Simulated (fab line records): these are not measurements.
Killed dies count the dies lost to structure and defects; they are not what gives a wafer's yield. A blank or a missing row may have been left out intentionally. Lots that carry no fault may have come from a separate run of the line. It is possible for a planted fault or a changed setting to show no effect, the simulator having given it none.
One fault seen from 2 desks :: flow gf180mcu :: numbers are kept per desk, each desk with only its own; the story behind them comes last

== DESK OF THE TOOL OWNER: implanter-04 ==
The tool's own readings at GF_NSD_IMPLANT_09, given as means over the sampled wafers that have a number, one for each lot that went through this tool. Marked OUT: a lot whose mean sits more than 4 standard deviations from the usual mean, which makes it out of limits; the brackets give that distance.
Columns: A = beam_on_s at GF_NSD_IMPLANT_09, usual 16.6 s; B = dose_ions_cm2 at GF_NSD_IMPLANT_09, usual 4e+15
lot: L282
first seen here: day 13 09:33
A: 15.2
B: 4e+15

lot: L284
first seen here: day 14 01:17
A: 15.0
B: 4e+15

lot: L290
first seen here: day 16 09:04
A: 20.0
B: 5e+15 (+99 or more) OUT

lot: L292
first seen here: day 17 03:59
A: 20.3
B: 5e+15 (+99 or more) OUT
This desk's finding: out of limits on L290, L292; first on L290, day 16 09:04 (dose_ions_cm2 at GF_NSD_IMPLANT_09). Within limits: L282, L284.

== FROM THE METROLOGY DESK ==
What the gauges read for every lot (on any tool): the sampled wafers with a number, averaged. Marked OUT: a lot whose mean sits more than 4 standard deviations from the usual mean, which makes it out of limits; the brackets give that distance.
Columns: A = HV_LDD_OVL at GF_HV_LDD_OVL_MEAS_08, usual 0.3 nm; B = HV_LDD_3_TW at GF_HV_LDD_TW_MEAS_38, usual 1438; C = NSD_TW at GF_NSD_TW_MEAS_12, usual 4284; D = NSD_RS at GF_PSD_RS_MEAS_14, usual 46.12 ohm/sq
lot: L282
first seen here: day 10 01:52
A: 0.4
B: 1454
C: 4260
D: 46.09

lot: L283
first seen here: day 10 07:34
A: 0.3
B: 1456
C: 4328
D: 46.15

lot: L284
first seen here: day 10 15:38
A: -0.3
B: 1446
C: 4270
D: 46.06

lot: L290
first seen here: day 12 17:05
A: 3.4
B: 1425
C: 4307
D: 44.80 (-13) OUT

lot: L292
first seen here: day 13 06:55
A: 1.4
B: 1424
C: 4318
D: 44.76 (-14) OUT

lot: L295
first seen here: day 14 06:13
A: 1.0
B: 1439
C: 4319
D: 46.13

lot: L298
first seen here: day 14 23:07
A: -0.8
B: 1438
C: 4269
D: 46.01

lot: L299
first seen here: day 15 06:04
A: 2.3
B: 1442
C: 4307
D: 45.99

lot: L300
first seen here: day 15 10:55
A: 2.3
B: 1453
C: 4287
D: 46.02

lot: L303
first seen here: day 16 13:41
A: 0.3
B: 1418
C: 4283
D: 46.12

lot: L304
first seen here: day 16 17:28
A: -0.1
B: 1456
C: 4287
D: 46.20

lot: L305
first seen here: day 17 03:10
A: 0.0
B: 1446
C: 4261
D: 46.16
This desk's finding: out of limits on L290, L292; first on L290, day 17 08:10 (NSD_RS at GF_PSD_RS_MEAS_14). Within limits: L282, L283, L284, L295, L298, L299, L300, L303, L304, L305.

== ALL TOGETHER ==
An alarm could have come from the tool owner's desk at day 16 09:04, on L290, L292.
L290, L292 would have let the metrology desk raise an alarm at day 17 08:10.
The lots listed all ran GF_NSD_IMPLANT_09 on implanter-04.

== WHAT THE SIMULATOR HAD PUT IN ==
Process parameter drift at GF_NSD_IMPLANT_09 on implanter-04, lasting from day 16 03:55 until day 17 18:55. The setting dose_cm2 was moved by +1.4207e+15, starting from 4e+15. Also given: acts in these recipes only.
Shown lots that were struck: L290, L292.
Counting hours from when the fault started, the first reading out of limits came at 5 for the tool owner's desk and at 28 for the metrology desk.
